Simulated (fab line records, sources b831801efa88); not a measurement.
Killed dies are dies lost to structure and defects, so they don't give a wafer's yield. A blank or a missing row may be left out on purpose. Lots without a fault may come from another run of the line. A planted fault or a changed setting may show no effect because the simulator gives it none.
A struck lot beside a sound one | flow sky130 | 20 steps out of a route of 708
Sound: wafers L270.1, L270.4, L270.6. Struck: wafer L281.2. (L281.4 of the same lot was not struck and is left out.) The cause comes at the end.
At each step with rows: each side's tool, then ch and its chambers, then its first start. Under that, the readings that differ: sound wafers | struck wafers | difference of the means | sigmas: that difference in standard deviations of wafers without a fault.
alike: readings whose means differ by less than 2 such deviations, and words and numbers that are the same on both sides. not compared: withheld readings, readings that some wafer has no value for, bounds like >300 that may hide the same value, and numbers for which the record gives no deviation and whose values overlap.
The two part at a step that has a row with sigmas, a row that says differs or no value, or rows on one side only. Numbers that don't overlap but have no deviation are shown without sigmas and don't part them. A reading that every wafer of one side lacks parts them only if that side has two wafers or more.

SKY_FIELD_ISO_BOW_MEAS_00:
  sound on film_metro-02, day 3 07:00; struck on film_metro-04, day 5 14:01
  alike: INCOMING_BOW
then, 1 step without rows for these wafers: SKY_FIELD_ISO_OXIDATION_01 (stabilise 600 s, purge 300 s, target thk 12 nm).
SKY_FIELD_ISO_THK_MEAS_02:
  sound on film_metro-04, day 3 08:38; struck on film_metro-01, day 5 16:15
  alike: FIELD_ISO_OXIDATION_00_THK
then, 1 step without rows for these wafers: SKY_FIELD_ISO_CVD_03 (deposits Si3N4 from DCS/NH3, target thk 165 nm, time 2830 s).
SKY_FIELD_ISO_THK_MEAS_04:
  sound on film_metro-02, day 3 11:22; struck on film_metro-02, day 5 18:06
  alike: FIELD_ISO_CVD_03_THK
then, 5 steps without rows for these wafers: SKY_FIELD_ISO_DEHYDRATE_05 (time 60 s); SKY_FIELD_ISO_HMDS_06 (prime time 60 s); SKY_FIELD_ISO_COAT_07 (resist thk 60 nm); SKY_FIELD_ISO_COAT_08 (resist thk 450 nm); SKY_FIELD_ISO_SOFTBAKE_09 (time 90 s).
SKY_FIELD_ISO_EXPOSE_10: exposes mask FOM, target cd 150 nm.
  sound on krf_scanner-02 ch 0, day 3 19:42; struck on krf_scanner-02 ch 0, day 6 04:01
  alike: mask
then, 2 steps without rows for these wafers: SKY_FIELD_ISO_PEB_11; SKY_FIELD_ISO_DEVELOP_12 (develop time 60 s).
SKY_FIELD_ISO_CD_MEAS_13: target cd 150 nm.
  sound on cd_sem-02, day 4 03:29; struck on cd_sem-01, day 6 12:24
  reading    | sound             | struck | difference | sigmas
  cd_nm (nm) | 149.9 151.1 150.5 | 128.8  | -21.7      | -17
SKY_FIELD_ISO_ETCH_14: etches BARC in N2/H2, stops on SiO2, time 45.9 s, target depth 60 nm.
  sound on rie_diel-04 ch 0,1,3, day 4 03:36; struck on rie_diel-04 ch 0, day 6 12:30
  reading                    | sound             | struck | difference | sigmas
  model.FIELD_ISO.cd_nm (nm) | 149.7 150.1 150.2 | 127.6  | -22.4      |
  alike: drypump_motor_current_A, oes_product_au, throttle_valve_pct
  not compared: rf_hours_counter_h
SKY_FIELD_ISO_ETCH_15: etches the open film in CHF3/O2, stops on Si, target depth 180 nm, time 72 s.
  sound on rie_diel-04 ch 0,1,3, day 4 03:39; struck on rie_diel-04 ch 0, day 6 12:33
  alike: drypump_motor_current_A, oes_product_au, throttle_valve_pct
  not compared: rf_hours_counter_h
SKY_FIELD_ISO_STRIP_16: strips in O2/N2.
  sound on plasma_asher-02 ch 0,1, day 4 03:42; struck on plasma_asher-01 ch 1, day 6 12:36
  alike: drypump_motor_current_A, oes_product_au, strip_time_to_endpoint_s
  not compared: rf_hours_counter_h
SKY_FIELD_ISO_ETCH_17: etches Si in HBr/Cl2/O2, target depth 342 nm, time 97.7 s.
  sound on rie_si-01 ch 2,3, day 4 03:48; struck on rie_si-01 ch 3, day 6 12:42
  reading                    | sound           | struck | difference | sigmas
  model.FIELD_ISO.cd_nm (nm) | 150.8 150 149.7 | 127    | -23        |
  alike: drypump_motor_current_A, oes_product_au, throttle_valve_pct
  not compared: rf_hours_counter_h
then, 1 step without rows for these wafers: SKY_FIELD_ISO_WET_ETCH_18 (etches Si3N4 in H3PO4, target depth 25 nm, time 286 s).
-- the record jumps here: 44 days lie between the struck wafers' starts before and after (it left off in module FIELD_ISO and takes up again in module PAD_OPEN, whose first step shown is number 708 of the route) --
SKY_PAD_OPEN_PROBE_99:
  sound on prober-01, day 48 01:05; struck on prober-02, day 50 09:04
  reading                                 | sound             | struck | difference | sigmas
  killed_at_front_end                     | 25 24 15          | 94     | +73        | +17
  killed_dies                             | 82 89 90          | 161    | +74        | +8
  model.etest.pfet_g5v0d10v5.r_on_ohm_um  | 4726 4697 4728    | 5013   | +296       |
  model.etest.res_pdiff.line_ohm_um       | 1346 1343 1340    | 1653   | +310       |
  model.etest.res_ndiff.line_ohm_um       | 757.2 768 759.5   | 909    | +147       |
  model.etest.sram_nfet_pass.drive_ua_um  | 475.3 475.9 485.9 | 406.9  | -72.1      |
  model.etest.sonos_uncharged.r_on_ohm_um | 801.3 816.3 817.5 | 863.4  | +51.7      |
  model.etest.res_pdiff.width_nm (nm)     | 145.9 144 144.3   | 121.4  | -23.3      |
  model.etest.res_ndiff.width_nm (nm)     | 157.9 156.7 157.3 | 134.1  | -23.2      |
  model.etest.sram_pfet_latch.drive_ua_um | 145.7 148.5 144.5 | 116.4  | -29.8      |
  alike: killed_at_M0_to_M3, killed_at_M4_up, killed_at_contacts, killed_at_other, killed_open, killed_short

WHERE THEY PART
First at SKY_FIELD_ISO_CD_MEAS_13; last, within this record, at SKY_PAD_OPEN_PROBE_99.

WHY: what the simulator had put in
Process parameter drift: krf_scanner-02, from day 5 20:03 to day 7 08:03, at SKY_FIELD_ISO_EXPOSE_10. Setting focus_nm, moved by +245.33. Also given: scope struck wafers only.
